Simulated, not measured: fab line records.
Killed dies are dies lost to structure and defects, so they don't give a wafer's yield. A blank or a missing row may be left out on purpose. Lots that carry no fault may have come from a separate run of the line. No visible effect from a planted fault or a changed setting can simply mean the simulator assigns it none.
The same fault as seen by 2 desks ; flow sky130 ; each desk has only its own numbers; what lay behind them comes last

## THE TOOL OWNER'S DESK: hdpcvd-02
The tool's own readings at SKY_VIA4_HDPCVD_00 (deposits SiO2, target thk 1750 nm, time 291.7 s): means of the sampled wafers that have a number, for each lot that ran on this tool. Marked OUT: a lot whose mean sits more than 4 standard deviations from the usual mean, which makes it out of limits; the brackets give that distance.
Columns: A = run-length-s at SKY_VIA4_HDPCVD_00, usual 319.8 s; B = sih4-flow-sccm at SKY_VIA4_HDPCVD_00, usual 60.00 sccm
lot;first seen here;A;B
L913;day 41 16:23;319.5;60.15
L918;day 43 17:22;319.4;60.05
L920;day 44 19:29;442.4 (+99 or more) OUT;59.96
L921;day 44 22:15;442.7 (+99 or more) OUT;60.18
L932;day 47 14:31;319.6;59.88
L935;day 48 10:44;319.7;59.91
This desk's verdict: out of limits on L920, L921, starting with L920 at day 44 19:29 (run-length-s at SKY_VIA4_HDPCVD_00). Within limits: L913, L918, L932, L935.

## METROLOGY DESK
Means of the sampled wafers that have a number, per lot and without regard to the tool the lot ran on: this is what the gauges read. Marked OUT: a lot whose mean sits more than 4 standard deviations from the usual mean, which makes it out of limits; the brackets give that distance.
Columns: A = VIA4_HDPCVD_THK at SKY_VIA4_THK_MEAS_01, usual 1745 nm; B = VIA4_BOW at SKY_VIA4_BOW_MEAS_03, usual 80 um
lot;first seen here;A;B
L912;day 40 14:43;1737;85
L913;day 41 16:34;1761;81
L916;day 43 07:14;1768;79
L918;day 43 17:33;1728;72
L920;day 44 19:40;2458 (+40) OUT;81
L921;day 44 22:26;2481 (+41) OUT;90
L931;day 47 02:29;1723;75
L932;day 47 14:41;1774;84
L933;day 48 04:22;1752;94
L934;day 48 06:49;1763;80
L935;day 48 10:55;1768;87
This desk finds L920, L921 out of limits, with the earliest case on L920 at day 44 19:40 (VIA4_HDPCVD_THK at SKY_VIA4_THK_MEAS_01). Within limits: L912, L913, L916, L918, L931, L932, L933, L934, L935.

## PUT TOGETHER
The tool owner's desk could have raised an alarm at day 44 19:29, on L920, L921.
The metrology desk could have raised an alarm at day 44 19:40, on L920, L921.
All the named lots went through SKY_VIA4_HDPCVD_00 on hdpcvd-02.

## WHAT THE SIMULATOR HAD INSERTED
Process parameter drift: hdpcvd-02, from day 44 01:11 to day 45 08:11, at SKY_VIA4_HDPCVD_00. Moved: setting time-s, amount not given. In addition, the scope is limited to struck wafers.
Lots struck among those shown: L920, L921.
Fault start to first reading out of limits, in hours, per desk: tool owner, 18; metrology, 18.
